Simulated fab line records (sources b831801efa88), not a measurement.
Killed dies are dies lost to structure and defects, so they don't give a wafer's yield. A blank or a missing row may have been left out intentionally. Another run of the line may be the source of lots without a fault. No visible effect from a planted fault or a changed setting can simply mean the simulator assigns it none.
Which tool was responsible? + flow gf180mcu + 12 lots (36 wafers sampled), 1 step of a 602-step route

## WHAT EACH GAUGE READ, for each wafer
GF_MIM_RS_MEAS_10: the measuring method here is four-point-probe.
| lot  | measured     | on            | MIM_ALCU_RS (ohm/sq) |
|------|--------------|---------------|----------------------|
| L075 | day 24 20:49 | film_metro-02 | 0.1616 0.1587 0.1612 |
| L077 | day 25 19:59 | film_metro-02 | 0.1590 0.1596 0.1576 |
| L079 | day 26 06:43 | film_metro-01 | 0.1575 0.1592 0.1592 |
| L081 | day 27 00:29 | film_metro-04 | 0.1614 0.1608 0.1611 |
| L083 | day 27 18:41 | film_metro-02 | 0.1592 0.1572 0.1585 |
| L085 | day 28 10:32 | film_metro-01 | 0.1594 0.1587 0.1616 |
| L087 | day 28 23:12 | film_metro-01 | 0.1605 0.1597 0.1607 |
| L089 | day 29 10:40 | film_metro-04 | 0.1619 0.1597 0.1604 |
| L091 | day 29 23:13 | film_metro-01 | 0.1595 0.1599 0.1605 |
| L094 | day 30 20:23 | film_metro-04 | 0.1612 0.1587 0.1612 |
| L095 | day 31 06:19 | film_metro-04 | 0.1580 0.1620 0.1611 |
| L097 | day 31 11:52 | film_metro-04 | 0.1603 0.1619 0.1617 |

## TOOL THAT RAN EACH LOT (tool first, then ch and the chambers of the sampled wafers, then the start)
Record: no process step prior to these readings.

## THE ANSWER, worked out from the rows above alone
Rule: what is usual is taken from the lots themselves. Put in order of their means at a reading, lots are off if they are a third of the lots or fewer, leave a main group of 4 or more, and stand apart from it by a gap of 3 or more times the standard deviation of the main group's means; of several such gaps the widest counts. A main group is skipped when, at the precision printed for the reading in the tables above, its means are all equal. Also off: a lot with no number at a reading for which 4 or more lots have one. Any other lot the step has rows for is counted as sound.
Across all readings shown, no lot is off: no conclusion can be drawn from this.

## WHAT THE SIMULATOR PUT IN
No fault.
